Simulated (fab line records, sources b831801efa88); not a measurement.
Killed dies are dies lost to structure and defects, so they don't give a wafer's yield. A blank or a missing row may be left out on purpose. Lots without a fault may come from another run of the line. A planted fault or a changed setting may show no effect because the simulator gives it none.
Chamber matching | flow gf180mcu | GF_V3_CMP_04 on cmp-01: 4 sister chambers
The step polishes SiO2. 4 wafers are shown with their chamber, then 8 later ones without.

WAFERS WITH THEIR CHAMBER
wafer  | chamber | motor_current_A (A)
L285.3 | 3       | 13.7
L286.2 | 1       | 11.8
L286.4 | 0       | 12.8
L288.1 | 2       | 12.6

WAFERS WITHOUT THEIR CHAMBER
wafer  | motor_current_A (A)
L288.2 | 13.3
L288.5 | 13.8
L291.2 | 11.8
L291.3 | 12.7
L291.5 | 13.5
L292.2 | 12.3
L292.3 | 11.9
L292.6 | 12.8

WHICH CHAMBER EACH WENT THROUGH
wafer  | from the rows above          | in truth
L288.2 | can't be placed: 3 or 0 or 2 | 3
L288.5 | 3                            | 3
L291.2 | 1                            | 1
L291.3 | can't be placed: 2 or 0      | 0
L291.5 | 3                            | 3
L292.2 | can't be placed: 2 or 0 or 1 | 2
L292.3 | 1                            | 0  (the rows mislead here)
L292.6 | can't be placed: 0 or 2      | 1
Placed correctly: 3 of 8. Can't be placed from these rows: 4 (the true chamber is among the candidates in 3). Placed wrongly: 1.
How it was worked out, from the rows above alone: a wafer's distance from a chamber is the root of the sum, over the readings, of the square of ((its reading less the chamber's mean) divided by the reading's scatter). The wafer belongs to the nearest chamber; if the next one is less than 2 further off, it can't be placed. A chamber's mean is the mean of its shown wafers. The scatter: with one shown wafer a chamber, the root of the mean of the squares of how far each hidden wafer lies from its nearest shown one.
